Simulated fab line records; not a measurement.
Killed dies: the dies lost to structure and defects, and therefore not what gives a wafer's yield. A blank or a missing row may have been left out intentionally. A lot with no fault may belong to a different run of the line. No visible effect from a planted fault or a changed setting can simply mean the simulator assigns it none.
Which tool is to blame? | flow gf180mcu | 14 lots with 42 wafers sampled at 4 steps, on a route of 602 steps

WHAT EACH GAUGE READ, for each wafer
GF_DUAL_GATE_OVL_MEAS_11.
lot  | measured     | on         | DUAL_GATE_OVL (nm)
L872 | day 8 11:11  | overlay-02 | -0.2 0.5 -0.8
L875 | day 9 05:18  | overlay-01 | -2.4 -1.2 -1.8
L876 | day 9 14:29  | overlay-02 | -2.0 0.0 -1.6
L877 | day 9 17:14  | overlay-02 | -2.0 -1.1 0.1
L879 | day 10 05:57 | overlay-02 | 1.3 1.4 0.5
L880 | day 10 14:32 | overlay-02 | -2.1 0.4 0.3
L882 | day 11 04:47 | overlay-02 | -0.3 -1.3 0.3
L883 | day 11 12:23 | overlay-02 | 2.1 -0.9 2.3
L884 | day 11 19:41 | overlay-02 | 0.1 -0.2 0.7
L888 | day 13 04:02 | overlay-02 | -0.7 0.0 0.2
L890 | day 13 13:35 | overlay-01 | -1.6 -2.3 -2.4
L891 | day 13 18:38 | overlay-01 | -1.5 -0.9 -1.5
L894 | day 14 15:53 | overlay-02 | -0.9 0.5 0.4
L895 | day 15 00:29 | overlay-02 | -1.8 -1.7 -0.1

GF_HV_LDD_OVL_MEAS_08.
lot  | measured     | on         | HV_LDD_OVL (nm)
L872 | day 10 03:15 | overlay-01 | -3.0 0.3 -0.8
L875 | day 10 21:28 | overlay-02 | 2.4 1.5 1.2
L876 | day 11 09:29 | overlay-01 | 0.2 0.6 1.8
L877 | day 11 11:30 | overlay-01 | -0.7 0.9 2.0
L879 | day 11 23:52 | overlay-01 | -3.2 -3.7 -2.0
L880 | day 12 10:17 | overlay-01 | 0.8 -0.2 -1.2
L882 | day 13 00:31 | overlay-01 | 0.0 -0.7 0.1
L883 | day 13 09:40 | overlay-02 | -0.3 -1.5 2.2
L884 | day 13 17:10 | overlay-01 | -0.8 0.4 -0.9
L888 | day 15 02:46 | overlay-02 | -0.8 1.1 0.6
L890 | day 15 15:04 | overlay-02 | -0.3 1.8 -0.5
L891 | day 15 19:30 | overlay-01 | -0.4 -2.4 -0.2
L894 | day 16 15:21 | overlay-02 | 3.0 0.6 -1.5
L895 | day 17 02:10 | overlay-02 | -2.2 -3.7 -0.9

GF_HV_LDD_CD_MEAS_19: the cd target is 400 nm.
lot  | measured     | on        | cd_nm (nm)
L872 | day 10 20:43 | cd_sem-01 | 404.3 404.6 402.0
L875 | day 11 16:26 | cd_sem-02 | 397.2 398.7 398.9
L876 | day 12 05:02 | cd_sem-01 | 399.5 400.5 400.7
L877 | day 12 07:28 | cd_sem-01 | 401.6 400.0 400.3
L879 | day 12 19:25 | cd_sem-02 | 400.3 401.6 402.4
L880 | day 13 05:53 | cd_sem-02 | 397.1 397.3 396.3
L882 | day 13 20:12 | cd_sem-02 | 402.4 404.4 403.6
L883 | day 14 06:17 | cd_sem-01 | 400.6 401.7 400.7
L884 | day 14 13:35 | cd_sem-02 | 399.0 400.6 400.0
L888 | day 16 01:25 | cd_sem-02 | 398.9 397.7 398.2
L890 | day 16 13:26 | cd_sem-02 | 397.7 400.1 398.1
L891 | day 16 17:55 | cd_sem-02 | 400.3 398.9 401.3
L894 | day 17 14:47 | cd_sem-02 | 399.0 397.0 399.7
L895 | day 18 02:23 | cd_sem-02 | 403.5 404.4 401.2

WHAT TOOL EACH LOT RAN ON (gives the tool, then ch and the chambers of the sampled wafers, and finally the start)
lot  | GF_POLY_GATE_ETCH_13
L872 | rie_si-02 ch 0,1,2, day 9 07:41
L875 | rie_si-01 ch 0,2, day 10 02:02
L876 | rie_si-02 ch 1,2, day 10 12:45
L877 | rie_si-01 ch 0,2, day 10 14:57
L879 | rie_si-02 ch 1,2,3, day 11 04:00
L880 | rie_si-01 ch 0,1,2, day 11 12:44
L882 | rie_si-01 ch 0,1, day 12 03:21
L883 | rie_si-02 ch 1,2,3, day 12 11:20
L884 | rie_si-02 ch 1,2, day 12 19:44
L888 | rie_si-01 ch 1,2, day 14 04:29
L890 | rie_si-01 ch 0,2, day 14 14:30
L891 | rie_si-01 ch 0,1,3, day 14 20:35
L894 | rie_si-02 ch 1,3, day 15 16:48
L895 | rie_si-01 ch 1,2,3, day 16 02:27
- GF_POLY_GATE_ETCH_13: etches poly-Si in HBr/Cl2, stops on SiO2, target depth 198.5 nm, time 69.6 s.

AS READ BY THE TOOLS THEMSELVES (means over the sampled wafers that have a number; for cases with no such wafer, the mark the record gives instead)
GF_POLY_GATE_ETCH_13.
lot  | tool      | drypump_motor_current_A (A) | mfc_cl2_sccm (sccm) | oes_product_au (a.u.) | run_length_s (s) | throttle_valve_pct (%)
L872 | rie_si-02 | 5.7                         | 50.11               | 0.996                 | 98.0             | 33.681
L875 | rie_si-01 | 4.8                         | 49.81               | 0.990                 | 98.1             | 33.692
L876 | rie_si-02 | 5.3                         | 49.96               | 0.997                 | 98.1             | 33.683
L877 | rie_si-01 | 4.9                         | 49.88               | 0.985                 | 98.2             | 33.687
L879 | rie_si-02 | 5.3                         | 49.82               | 0.997                 | 97.9             | 33.687
L880 | rie_si-01 | 5.1                         | 50.10               | 0.993                 | 98.1             | 33.693
L882 | rie_si-01 | 5.3                         | 50.03               | 0.995                 | 98.1             | 33.676
L883 | rie_si-02 | 5.4                         | 50.02               | 0.993                 | 79.0             | 33.683
L884 | rie_si-02 | 5.4                         | 50.04               | 0.987                 | 79.6             | 33.688
L888 | rie_si-01 | 5.4                         | 50.18               | 0.982                 | 98.4             | 33.689
L890 | rie_si-01 | 4.8                         | 49.95               | 0.991                 | 98.2             | 33.686
L891 | rie_si-01 | 5.2                         | 50.02               | 0.991                 | 98.1             | 33.693
L894 | rie_si-02 | 5.5                         | 50.12               | 0.989                 | 98.2             | 33.687
L895 | rie_si-01 | 5.3                         | 50.00               | 0.982                 | 98.2             | 33.680

THE ANSWER, worked out from the rows above alone
Rule: usual is defined by the lots themselves. The widest of any qualifying gaps counts: lots, ordered by their means at a reading, are off when they make up no more than a third of the lots, leave a main group of 4 or more, and stand apart from it by 3 or more times the standard deviation of that group's means. A main group whose means are all the same, to the digits that the tables above print for the reading, isn't used. Also off: a lot with no number at a reading for which 4 or more lots have one. The other lots that the step has rows for count as sound. First the gauges in route order, then the tools' own readings, where a lot's mean is used as printed above. The first step at which some lot is off is used, and at that step the reading that is off furthest; a lot without a number counts as furthest.
Off: L883, L884 (GF_POLY_GATE_ETCH_13, run_length_s). For the main group the mean is 98.1 s and the standard deviation 0.12.
If a tool, at that step or one of the process steps before it, ran each lot that is off and ran no sound lot following the first of them, it fits. Not one of the candidates tried fits.

WHAT HAD BEEN PUT IN BY THE SIMULATOR
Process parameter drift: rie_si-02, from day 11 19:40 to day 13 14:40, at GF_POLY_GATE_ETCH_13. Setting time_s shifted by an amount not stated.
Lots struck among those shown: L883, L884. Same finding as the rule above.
